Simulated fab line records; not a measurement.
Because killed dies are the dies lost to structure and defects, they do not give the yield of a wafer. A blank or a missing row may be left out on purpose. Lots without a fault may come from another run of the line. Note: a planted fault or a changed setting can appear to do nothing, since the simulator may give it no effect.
fab line records | flow sky130
record: lots: 5 | wafers: 15 | last-day: 49
route steps=708 shown VT_ADJUST_LVTN@111 VT_ADJUST_NCORE@119
lots that met no fault: from a run of the same line without faults
start-h: hours from the record's opening day to when the first of the lot's shown wafers began | wait-h: hours from the lot's prior step to this one | " repeats the value in the row above | L1.1+2: a single row standing in for several wafers | - either no value or no given start | * or withheld: withheld | < > ~ a bound
route shown NAME@n: a module of which the file shows steps, and the number in the route of the first | usual: the fault-free wafers' mean and standard deviation | same: alike in all rows | chamber/n: place in a boat | sites: the reading at each site | _std_site: the values' standard deviation | _edge_site: the outer-site mean with the inner-site mean subtracted | radius-mm: how far each site lies from the wafer's centre | mask NAME#n: copy n | behind: the most recent tool/chamber to have shaped the wafer | hold: cause of the lot's hold/its duration in hours/its outcome | device: whichever transistor did not switch (one of n, p or np) | end of line: the same wafers' tests at the end of the route | step lacking rows: just its recipe | killed: count of dies lost to structure and defects at first sort (not the wafer's yield) | map: a wafer's dies, x killed, . not, _ none there
set.NAME: the setting that was run; set.NAME@STEP: the one run at that earlier step | model.NAME: the simulator's own value behind a step, which no gauge read
lots seen at some steps along the route; tables by step, rows by wafer
services: a tool's chamber out of use, with start hour (start-h, from the record's first day; less than 0 if before it), hours out, and reason
== steps ==
step: SKY_VT_ADJUST_LVTN_SOFTBAKE_14
recipe: temp-c: 90 | time-s: 60 | resist: NOVOLAK
usual: heater-power-total-W: 56.60/0.041
lot.wafer | tool           | chamber | start-h | wait-h | heater-power-total-W
L084.1    | litho-track-04 | 0       | 219.42  | 0.1    | 56.59
L084.2    | "              | 0       | "       | "      | 56.60
L084.4    | "              | 0       | "       | "      | 56.65
L085.1    | litho-track-02 | 0       | 223.26  | 0.1    | 56.62
L085.2    | "              | 0       | "       | "      | 56.60
L085.4    | "              | 0       | "       | "      | 56.59
L091.1    | litho-track-04 | 0       | 267.32  | 0.1    | 56.62
L091.2    | "              | 0       | "       | "      | 56.57
L091.5    | "              | 0       | "       | "      | 56.60
L090.3    | litho-track-03 | 0       | 268.83  | 0.1    | 56.59
L090.4    | "              | 0       | "       | "      | 56.58
L090.6    | "              | 0       | "       | "      | 56.51
L095.1    | litho-track-03 | 0       | 286.28  | 0.1    | 56.60
L095.3    | "              | 0       | "       | "      | 56.63
L095.6    | "              | 0       | "       | "      | 56.61
step: SKY_VT_ADJUST_LVTN_EXPOSE_15
recipe: mask-id: HVN_STD_DERIVED | na: 0.6 | source-shape: conventional | sigma-outer: 0.6 | polarization: unpolarized | target-cd-nm: 600 | dose-mj: 163
lot.wafer  | tool             | chamber | start-h | wait-h | mask
L084.1+2+4 | iline-stepper-02 | 0       | -       | -      | HVN_STD_DERIVED#0
L085.1+2+4 | iline-stepper-01 | 0       | -       | -      | HVN_STD_DERIVED#0
L091.1+2+5 | iline-stepper-02 | 0       | -       | -      | HVN_STD_DERIVED#0
L090.3+4+6 | iline-stepper-02 | 0       | -       | -      | HVN_STD_DERIVED#0
L095.1+3+6 | iline-stepper-01 | 0       | -       | -      | HVN_STD_DERIVED#0
step: SKY_VT_ADJUST_LVTN_PEB_16
recipe: temp-c: withheld | time-s: * | resist: NOVOLAK
lot.wafer  | tool           | chamber | start-h | wait-h
L084.1+2+4 | litho-track-03 | 0       | -       | -
L085.1+2+4 | litho-track-02 | 0       | -       | -
L091.1+2+5 | litho-track-04 | 0       | -       | -
L090.3+4+6 | litho-track-04 | 0       | -       | -
L095.1+3+6 | litho-track-02 | 0       | -       | -
step: SKY_VT_ADJUST_LVTN_DEVELOP_17
recipe: resist: NOVOLAK | developer: TMAH | develop-time-s: 60 | dev-temp-c: 23
lot.wafer  | tool           | chamber | start-h | wait-h
L084.1+2+4 | litho-track-03 | 0       | 230.98  | 0.1
L085.1+2+4 | litho-track-02 | 0       | 234.46  | 0.1
L091.1+2+5 | litho-track-04 | 0       | 279.77  | 0.1
L090.3+4+6 | litho-track-04 | 0       | 281.12  | 0.1
L095.1+3+6 | litho-track-02 | 0       | 298.61  | 0.1
step: SKY_VT_ADJUST_LVTN_OVL_MEAS_18
usual: VT_ADJUST_LVTN_01_OVL: 0.1/1.3
lot.wafer | tool       | chamber | start-h | wait-h | VT_ADJUST_LVTN_01_OVL[nm]
L084.1    | overlay-02 | -       | 231.13  | 0.1    | -0.3
L084.2    | "          | -       | "       | "      | -0.6
L084.4    | "          | -       | "       | "      | -0.1
L085.1    | overlay-02 | -       | 234.61  | 0.1    | -1.1
L085.2    | "          | -       | "       | "      | -3.0
L085.4    | "          | -       | "       | "      | -2.4
L091.1    | overlay-01 | -       | 279.92  | 0.1    | 1.7
L091.2    | "          | -       | "       | "      | -0.2
L091.5    | "          | -       | "       | "      | -1.8
L090.3    | overlay-02 | -       | 281.23  | 0.1    | -0.2
L090.4    | "          | -       | "       | "      | -2.6
L090.6    | "          | -       | "       | "      | -0.6
L095.1    | overlay-02 | -       | 298.76  | 0.1    | -0.3
L095.3    | "          | -       | "       | "      | -1.8
L095.6    | "          | -       | "       | "      | -4.2
step: SKY_VT_ADJUST_LVTN_IMPLANT_19
recipe: species: B | energy-kev: 30 | dose-cm2: 6.5e+11 | tilt-deg: withheld
lot.wafer  | tool         | chamber | start-h | wait-h
L084.1+2+4 | implanter-01 | 0       | 231.17  | 0.0
L085.1+2+4 | implanter-03 | 0       | 234.65  | 0.0
L091.1+2+5 | implanter-01 | 0       | 279.95  | 0.0
L090.3+4+6 | implanter-01 | 0       | 281.30  | 0.1
L095.1+3+6 | implanter-03 | 0       | 298.80  | 0.0
step: SKY_VT_ADJUST_LVTN_STRIP_20
recipe: chemistry: O2/N2 | power-w: 1400 | pressure-mtorr: 1500 | platen-temp-c: withheld | o2-flow-sccm: 3000 | n2-flow-sccm: 300 | overash-fraction: 0.5
usual: drypump-motor-current-A: 5.61/0.21 | oes-product-au: 0.715/0.0048 | strip-time-to-endpoint-s: 14.19/0.044
lot.wafer | tool            | chamber | start-h | wait-h | drypump-motor-current-A | oes-product-au | rf-hours-counter-h | strip-time-to-endpoint-s
L084.1    | plasma-asher-03 | 0       | 231.32  | 0.1    | 5.25                    | 0.723          | 39                 | 14.16
L084.2    | "               | 1       | "       | "      | 5.80                    | 0.721          | 39                 | 14.18
L084.4    | "               | 1       | "       | "      | 5.79                    | 0.716          | -                  | 14.15
L085.1    | plasma-asher-04 | 1       | 234.80  | 0.1    | 5.97                    | 0.710          | 59                 | 14.14
L085.2    | "               | 0       | "       | "      | 5.66                    | 0.722          | 59                 | 14.10
L085.4    | "               | 1       | "       | "      | 5.97                    | 0.713          | -                  | 14.12
L091.1    | plasma-asher-03 | 0       | 280.10  | 0.1    | 5.25                    | 0.720          | 44                 | 14.15
L091.2    | "               | 1       | "       | "      | 5.74                    | 0.711          | 44                 | 14.16
L091.5    | "               | 0       | "       | "      | 5.25                    | 0.715          | -                  | 14.15
L090.3    | plasma-asher-03 | 0       | 281.44  | 0.1    | 5.29                    | 0.713          | -                  | 14.20
L090.4    | "               | 1       | "       | "      | 5.78                    | 0.708          | -                  | 14.18
L090.6    | "               | 1       | "       | "      | 5.78                    | 0.716          | -                  | 14.23
L095.1    | plasma-asher-01 | 0       | 298.95  | 0.1    | 5.56                    | 0.708          | 19                 | 14.15
L095.3    | "               | 1       | "       | "      | 5.44                    | 0.713          | -                  | 14.16
L095.6    | "               | 1       | "       | "      | 5.45                    | 0.721          | -                  | 14.15
step: SKY_VT_ADJUST_LVTN_TW_MEAS_21
usual: VT_ADJUST_LVTN_2_TW: 186.9/1.8
lot.wafer | tool          | chamber | start-h | wait-h | VT_ADJUST_LVTN_2_TW
L084.1    | film-metro-01 | -       | 231.42  | 0.1    | 189.8
L084.2    | "             | -       | "       | "      | 188.8
L084.4    | "             | -       | "       | "      | 188.9
L085.1    | film-metro-02 | -       | 234.90  | 0.1    | 188.7
L085.2    | "             | -       | "       | "      | 186.1
L085.4    | "             | -       | "       | "      | 186.6
L091.1    | film-metro-01 | -       | 280.20  | 0.1    | 189.7
L091.2    | "             | -       | "       | "      | 189.8
L091.5    | "             | -       | "       | "      | 190.4
L090.3    | film-metro-04 | -       | 281.52  | 0.1    | 187.2
L090.4    | "             | -       | "       | "      | 186.3
L090.6    | "             | -       | "       | "      | 186.1
L095.1    | film-metro-04 | -       | 299.05  | 0.1    | 186.7
L095.3    | "             | -       | "       | "      | 186.7
L095.6    | "             | -       | "       | "      | 185.9
step: SKY_VT_ADJUST_NCORE_DEHYDRATE_00
recipe: temp-c: 200 | time-s: 60
usual: heater-power-total-W: 160.37/0.12
lot.wafer | tool           | chamber | start-h | wait-h | heater-power-total-W
L084.1    | litho-track-04 | 0       | 241.87  | 10.4   | 160.59
L084.2    | "              | 0       | "       | "      | 160.28
L084.4    | "              | 0       | "       | "      | 160.27
L085.1    | litho-track-01 | 0       | 245.93  | 11.0   | 160.24
L085.2    | "              | 0       | "       | "      | 160.24
L085.4    | "              | 0       | "       | "      | 160.23
L091.1    | litho-track-03 | 0       | 291.68  | 11.5   | 160.38
L091.2    | "              | 0       | "       | "      | 160.26
L091.5    | "              | 0       | "       | "      | 160.46
L090.3    | litho-track-03 | 0       | 292.93  | 11.4   | 160.33
L090.4    | "              | 0       | "       | "      | 160.36
L090.6    | "              | 0       | "       | "      | 160.53
L095.1    | litho-track-04 | 0       | 311.42  | 12.4   | 160.42
L095.3    | "              | 0       | "       | "      | 160.51
L095.6    | "              | 0       | "       | "      | 160.34
step: SKY_VT_ADJUST_NCORE_HMDS_01
recipe: prime-time-s: 60 | prime-temp-c: 120
lot.wafer  | tool           | chamber | start-h | wait-h
L084.1+2+4 | litho-track-04 | 0       | 242.02  | 0.1
L085.1+2+4 | litho-track-01 | 0       | 246.08  | 0.1
L091.1+2+5 | litho-track-03 | 0       | 291.83  | 0.1
L090.3+4+6 | litho-track-03 | 0       | 293.08  | 0.1
L095.1+3+6 | litho-track-04 | 0       | 311.57  | 0.1
step: SKY_VT_ADJUST_NCORE_COAT_02
recipe: resist: NOVOLAK | spin-rpm: 3000 | resist-thk-nm: 1119
lot.wafer  | tool           | chamber | start-h | wait-h
L084.1+2+4 | litho-track-04 | 0       | 242.17  | 0.1
L085.1+2+4 | litho-track-01 | 0       | 246.23  | 0.1
L091.1+2+5 | litho-track-03 | 0       | 291.98  | 0.1
L090.3+4+6 | litho-track-03 | 0       | 293.23  | 0.1
L095.1+3+6 | litho-track-04 | 0       | 311.72  | 0.1
step: SKY_VT_ADJUST_NCORE_SOFTBAKE_03
recipe: temp-c: 90 | time-s: 60 | resist: NOVOLAK
usual: heater-power-total-W: 56.60/0.043
lot.wafer | tool           | chamber | start-h | wait-h | heater-power-total-W
L084.1    | litho-track-04 | 0       | 242.32  | 0.1    | 56.65
L084.2    | "              | 0       | "       | "      | 56.52
L084.4    | "              | 0       | "       | "      | 56.52
L085.1    | litho-track-01 | 0       | 246.38  | 0.1    | 56.60
L085.2    | "              | 0       | "       | "      | 56.67
L085.4    | "              | 0       | "       | "      | 56.65
L091.1    | litho-track-03 | 0       | 292.13  | 0.1    | 56.64
L091.2    | "              | 0       | "       | "      | 56.53
L091.5    | "              | 0       | "       | "      | 56.59
L090.3    | litho-track-03 | 0       | 293.38  | 0.1    | 56.60
L090.4    | "              | 0       | "       | "      | 56.64
L090.6    | "              | 0       | "       | "      | 56.60
L095.1    | litho-track-04 | 0       | 311.87  | 0.1    | 56.70
L095.3    | "              | 0       | "       | "      | 56.59
L095.6    | "              | 0       | "       | "      | 56.62
step: SKY_VT_ADJUST_NCORE_EXPOSE_04
recipe: mask-id: LVTN_COMPLEMENT_THIN | na: 0.6 | source-shape: conventional | sigma-outer: 0.6 | polarization: unpolarized | target-cd-nm: 380 | dose-mj: 139
lot.wafer  | tool             | chamber | start-h | wait-h | mask
L084.1+2+4 | iline-stepper-02 | 0       | -       | -      | LVTN_COMPLEMENT_THIN#0
L085.1+2+4 | iline-stepper-01 | 0       | -       | -      | LVTN_COMPLEMENT_THIN#0
L091.1+2+5 | iline-stepper-01 | 0       | -       | -      | LVTN_COMPLEMENT_THIN#0
L090.3+4+6 | iline-stepper-01 | 0       | -       | -      | LVTN_COMPLEMENT_THIN#0
L095.1+3+6 | iline-stepper-02 | 0       | -       | -      | LVTN_COMPLEMENT_THIN#0
step: SKY_VT_ADJUST_NCORE_PEB_05
recipe: temp-c: withheld | time-s: * | resist: NOVOLAK
lot.wafer  | tool           | chamber | start-h | wait-h
L084.1+2+4 | litho-track-03 | 0       | -       | -
L085.1+2+4 | litho-track-03 | 0       | -       | -
L091.1+2+5 | litho-track-04 | 0       | -       | -
L090.3+4+6 | litho-track-03 | 0       | -       | -
L095.1+3+6 | litho-track-01 | 0       | -       | -
step: SKY_VT_ADJUST_NCORE_DEVELOP_06
recipe: resist: NOVOLAK | developer: TMAH | develop-time-s: 60 | dev-temp-c: 23
lot.wafer  | tool           | chamber | start-h | wait-h
L084.1+2+4 | litho-track-03 | 0       | 253.78  | 0.1
L085.1+2+4 | litho-track-03 | 0       | 257.63  | 0.1
L091.1+2+5 | litho-track-04 | 0       | 305.42  | 0.1
L090.3+4+6 | litho-track-03 | 0       | 306.38  | 0.1
L095.1+3+6 | litho-track-01 | 0       | 324.88  | 0.1
step: SKY_VT_ADJUST_NCORE_CD_MEAS_07
recipe: target-cd-nm: 380
usual: cd-nm: 379.4/2.6
lot.wafer | tool      | chamber | start-h | wait-h | cd-nm
L084.1    | cd-sem-01 | -       | 253.93  | 0.1    | 376.6
L084.2    | "         | -       | "       | "      | 377.8
L084.4    | "         | -       | "       | "      | 378.8
L085.1    | cd-sem-01 | -       | 257.78  | 0.1    | 377.4
L085.2    | "         | -       | "       | "      | 378.1
L085.4    | "         | -       | "       | "      | 378.3
L091.1    | cd-sem-01 | -       | 305.57  | 0.1    | 378.8
L091.2    | "         | -       | "       | "      | 378.8
L091.5    | "         | -       | "       | "      | 380.0
L090.3    | cd-sem-01 | -       | 306.52  | 0.1    | 381.1
L090.4    | "         | -       | "       | "      | 380.3
L090.6    | "         | -       | "       | "      | 379.4
L095.1    | cd-sem-01 | -       | 325.03  | 0.1    | 381.7
L095.3    | "         | -       | "       | "      | 382.1
L095.6    | "         | -       | "       | "      | 382.7
step: SKY_VT_ADJUST_NCORE_OVL_MEAS_08
usual: VT_ADJUST_NCORE_OVL: 0.0/1.8
lot.wafer | tool       | chamber | start-h | wait-h | VT_ADJUST_NCORE_OVL[nm]
L084.1    | overlay-02 | -       | 254.05  | 0.1    | -0.4
L084.2    | "          | -       | "       | "      | -0.5
L084.4    | "          | -       | "       | "      | 0.0
L085.1    | overlay-01 | -       | 257.90  | 0.1    | 2.3
L085.2    | "          | -       | "       | "      | 0.8
L085.4    | "          | -       | "       | "      | 0.5
L091.1    | overlay-01 | -       | 305.69  | 0.1    | 0.1
L091.2    | "          | -       | "       | "      | -0.2
L091.5    | "          | -       | "       | "      | 0.7
L090.3    | overlay-02 | -       | 306.61  | 0.1    | 0.1
L090.4    | "          | -       | "       | "      | 2.8
L090.6    | "          | -       | "       | "      | 3.2
L095.1    | overlay-02 | -       | 325.15  | 0.1    | -0.5
L095.3    | "          | -       | "       | "      | -1.8
L095.6    | "          | -       | "       | "      | -1.5
step: SKY_VT_ADJUST_NCORE_IMPLANT_09
recipe: species: B | energy-kev: 10 | dose-cm2: 2.4e+12 | tilt-deg: withheld
lot.wafer  | tool         | chamber | start-h | wait-h
L084.1+2+4 | implanter-03 | 0       | 254.09  | 0.0
L085.1+2+4 | implanter-03 | 0       | 257.94  | 0.0
L091.1+2+5 | implanter-01 | 0       | 305.72  | 0.0
L090.3+4+6 | implanter-04 | 0       | 306.69  | 0.1
L095.1+3+6 | implanter-04 | 0       | 325.19  | 0.0
step: SKY_VT_ADJUST_NCORE_STRIP_10
recipe: chemistry: O2/N2 | power-w: 1400 | pressure-mtorr: 1500 | platen-temp-c: withheld | o2-flow-sccm: 3000 | n2-flow-sccm: 300 | overash-fraction: 0.5
usual: drypump-motor-current-A: 5.51/0.24 | oes-product-au: 0.716/0.0042 | strip-time-to-endpoint-s: 13.93/0.045
lot.wafer | tool            | chamber | start-h | wait-h | drypump-motor-current-A | oes-product-au | rf-hours-counter-h | strip-time-to-endpoint-s
L084.1    | plasma-asher-01 | 1       | 254.24  | 0.1    | 5.44                    | 0.708          | 15                 | 14.01
L084.2    | "               | 0       | "       | "      | 5.56                    | 0.716          | 15                 | 14.05
L084.4    | "               | 0       | "       | "      | 5.56                    | 0.711          | -                  | 14.03
L085.1    | plasma-asher-02 | 1       | 258.09  | 0.1    | 5.26                    | 0.712          | 55                 | 13.89
L085.2    | "               | 0       | "       | "      | 5.79                    | 0.714          | 55                 | 13.91
L085.4    | "               | 0       | "       | "      | 5.78                    | 0.712          | -                  | 13.88
L091.1    | plasma-asher-01 | 0       | 305.87  | 0.1    | 5.56                    | 0.720          | 20                 | 13.90
L091.2    | "               | 1       | "       | "      | 5.47                    | 0.717          | 20                 | 13.93
L091.5    | "               | 1       | "       | "      | 5.45                    | 0.719          | -                  | 13.93
L090.3    | plasma-asher-03 | 0       | 306.82  | 0.1    | 5.26                    | 0.721          | -                  | 13.98
L090.4    | "               | 1       | "       | "      | 5.77                    | 0.715          | -                  | 13.93
L090.6    | "               | 1       | "       | "      | 5.81                    | 0.723          | -                  | 13.98
L095.1    | plasma-asher-02 | 0       | 325.34  | 0.1    | 5.77                    | 0.721          | 60                 | 13.93
L095.3    | "               | 0       | "       | "      | 5.75                    | 0.714          | -                  | 13.90
L095.6    | "               | 1       | "       | "      | 5.27                    | 0.715          | -                  | 13.96
step: SKY_VT_ADJUST_NCORE_TW_MEAS_11
usual: VT_ADJUST_NCORE_TW: 217.6/1.3
lot.wafer | tool          | chamber | start-h | wait-h | VT_ADJUST_NCORE_TW
L084.1    | film-metro-02 | -       | 254.34  | 0.1    | 216.6
L084.2    | "             | -       | "       | "      | 215.8
L084.4    | "             | -       | "       | "      | 216.5
L085.1    | film-metro-03 | -       | 258.19  | 0.1    | 219.5
L085.2    | "             | -       | "       | "      | 219.3
L085.4    | "             | -       | "       | "      | 219.4
L091.1    | film-metro-04 | -       | 305.97  | 0.1    | 215.9
L091.2    | "             | -       | "       | "      | 216.0
L091.5    | "             | -       | "       | "      | 216.0
L090.3    | film-metro-03 | -       | 306.91  | 0.1    | 219.0
L090.4    | "             | -       | "       | "      | 220.5
L090.6    | "             | -       | "       | "      | 218.9
L095.1    | film-metro-02 | -       | 325.44  | 0.1    | 216.9
L095.3    | "             | -       | "       | "      | 216.3
L095.6    | "             | -       | "       | "      | 216.3
== services ==
tool             | chamber | start-h | hours | kind
plasma-asher-03  | -       | 195.75  | 4.3   | repair
implanter-03     | -       | 209.13  | 2.0   | repair
implanter-03     | -       | 227.16  | 5.1   | repair
iline-stepper-02 | 0       | 240.14  | -     | calibration
implanter-04     | -       | 246.75  | 4.5   | repair
implanter-03     | -       | 279.13  | 4.1   | repair
plasma-asher-02  | -       | 284.48  | 5.2   | repair
implanter-03     | -       | 294.46  | 1.4   | repair
implanter-03     | -       | 304.55  | 4.8   | pm
== key ==
fault none
